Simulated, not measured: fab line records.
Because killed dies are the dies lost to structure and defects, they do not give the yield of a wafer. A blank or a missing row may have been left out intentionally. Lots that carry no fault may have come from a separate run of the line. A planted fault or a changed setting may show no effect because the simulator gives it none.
Chamber matching / flow sky130 / SKY_VIA1_CMP_24 on cmp-02: 4 sister chambers
The step polishes, stops on SiO2, t overpolish 15 s, target thk 0 nm. 8 wafers are shown with their chamber, then 7 later ones without.

== WAFERS PAIRED WITH THEIR CHAMBERS ==
wafer=L253.3; chamber=2; motor current A (A)=10.9; overpolish run s (s)=14.997
wafer=L253.5; chamber=3; motor current A (A)=11.8; overpolish run s (s)=14.997
wafer=L256.4; chamber=2; motor current A (A)=10.7; overpolish run s (s)=14.998
wafer=L257.1; chamber=1; motor current A (A)=10.6; overpolish run s (s)=15.008
wafer=L257.3; chamber=0; motor current A (A)=13.0; overpolish run s (s)=15.010
wafer=L257.5; chamber=3; motor current A (A)=11.6; overpolish run s (s)=14.994
wafer=L259.2; chamber=1; motor current A (A)=10.9; overpolish run s (s)=14.993
wafer=L259.4; chamber=0; motor current A (A)=12.4; overpolish run s (s)=15.004

== WAFERS WITHOUT THEIR CHAMBER ==
wafer=L259.6; motor current A (A)=10.4; overpolish run s (s)=15.001
wafer=L260.1; motor current A (A)=11.4; overpolish run s (s)=15.009
wafer=L260.3; motor current A (A)=10.3; overpolish run s (s)=15.002
wafer=L260.5; motor current A (A)=12.2; overpolish run s (s)=15.003
wafer=L273.3; motor current A (A)=10.7; overpolish run s (s)=15.006
wafer=L273.4; motor current A (A)=12.6; overpolish run s (s)=14.997
wafer=L273.5; motor current A (A)=10.4; overpolish run s (s)=15.012

== THE CHAMBER EACH PASSED THROUGH ==
wafer=L259.6; from the rows above=can't be placed: 1 or 2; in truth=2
wafer=L260.1; from the rows above=can't be placed: 3 or 1 or 2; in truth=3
wafer=L260.3; from the rows above=can't be placed: 1 or 2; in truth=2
wafer=L260.5; from the rows above=can't be placed: 0 or 3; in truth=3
wafer=L273.3; from the rows above=can't be placed: 1 or 2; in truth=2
wafer=L273.4; from the rows above=can't be placed: 0 or 3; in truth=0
wafer=L273.5; from the rows above=can't be placed: 1 or 2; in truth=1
Correctly placed: 0 of 7. From these rows, 7 cannot be placed; in 7 the true chamber is one of the candidates. 0 placed wrongly.
How it was worked out, from the rows above alone: a wafer's distance from a chamber is the root of the sum, over the readings, of the square of ((its reading less the chamber's mean) divided by the reading's scatter). The wafer belongs to the nearest chamber; if the next one is less than 2 further off, it can't be placed. The mean given for a chamber averages the wafers shown for that chamber. The scatter is the square root of a quotient: the sum, over the shown wafers, of each reading's squared deviation from its chamber's mean, divided by wafers minus chambers.
